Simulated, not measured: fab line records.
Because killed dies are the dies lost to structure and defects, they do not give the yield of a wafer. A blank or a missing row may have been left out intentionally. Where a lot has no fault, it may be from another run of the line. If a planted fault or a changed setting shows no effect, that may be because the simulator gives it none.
2 desks looking at one fault	flow sky130	numbers are kept per desk, each desk with only its own; the story behind them comes last

== THE METROLOGY DESK ==
Lot by lot, what the gauges showed, no matter which tool ran the lot: averages of those sampled wafers that carry a number. Any lot whose mean is over 4 standard deviations away from the usual mean is out of limits and marked OUT; that distance is given in the brackets.
Columns: A = LDD_LDN_TW at SKY_LDD_LDN_TW_MEAS_13, usual 1491
lot	first seen here	A
L241	day 22 21:58	1489
L242	day 23 16:19	1498
L244	day 24 03:06	1490
L246	day 24 21:11	1495
L247	day 25 05:47	1490
L249	day 25 19:22	1472
L256	day 28 15:33	1425 (-8.0) OUT
L257	day 28 21:44	1429 (-7.6) OUT
L258	day 29 01:06	1430 (-7.4) OUT
L261	day 30 01:05	1489
L262	day 30 06:53	1491
L263	day 30 10:56	1491
This desk finds L256, L257, L258 out of limits, with the earliest case on L256 at day 28 15:33 (LDD_LDN_TW at SKY_LDD_LDN_TW_MEAS_13). L241, L242, L244, L246, L247, L249, L261, L262, L263: within limits.

== AT THE TOOL OWNER'S DESK: implanter-01 ==
The tool's own readings at SKY_LDD_LDN_IMPLANT_11: means of the sampled wafers that have a number, for each lot that ran on this tool. Any lot whose mean is over 4 standard deviations away from the usual mean is out of limits and marked OUT; that distance is given in the brackets.
Columns: A = beamOnS at SKY_LDD_LDN_IMPLANT_11, usual 10.00 s; B = doseIonsCm2 at SKY_LDD_LDN_IMPLANT_11, usual 1.2501e+13; C = faradayCurrentUA at SKY_LDD_LDN_IMPLANT_11, usual 70.5
lot	first seen here	A	B	C
L241	day 22 21:44	10.01	1.2503e+13	70.4
L246	day 24 20:56	9.92	1.2477e+13	71.0
L247	day 25 05:32	9.99	1.2490e+13	70.6
L256	day 28 15:19	9.97	6.0190e+12 (-99 or more) OUT	33.9 (-26) OUT
L257	day 28 21:29	9.95	5.9940e+12 (-99 or more) OUT	34.0 (-26) OUT
L258	day 29 00:52	9.98	6.0250e+12 (-99 or more) OUT	33.9 (-26) OUT
Finding of this desk: L256, L257, L258 out of limits; the first was L256 at day 28 15:19, on doseIonsCm2 at SKY_LDD_LDN_IMPLANT_11. L241, L246, L247: within limits.

== PUT TOGETHER ==
On L256, L257, L258, at day 28 15:19, an alarm was possible from the tool owner's desk.
Metrology desk: alarm possible at day 28 15:33 on L256, L257, L258.
Of the lots named, all ran SKY_LDD_LDN_IMPLANT_11 on implanter-01.

== WHAT THE SIMULATOR PUT IN ==
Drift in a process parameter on implanter-01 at SKY_LDD_LDN_IMPLANT_11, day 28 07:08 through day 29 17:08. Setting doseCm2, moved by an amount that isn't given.
Shown lots that were struck: L256, L257, L258.
Fault start to first reading out of limits, in hours, per desk: tool owner, 8; metrology, 8.
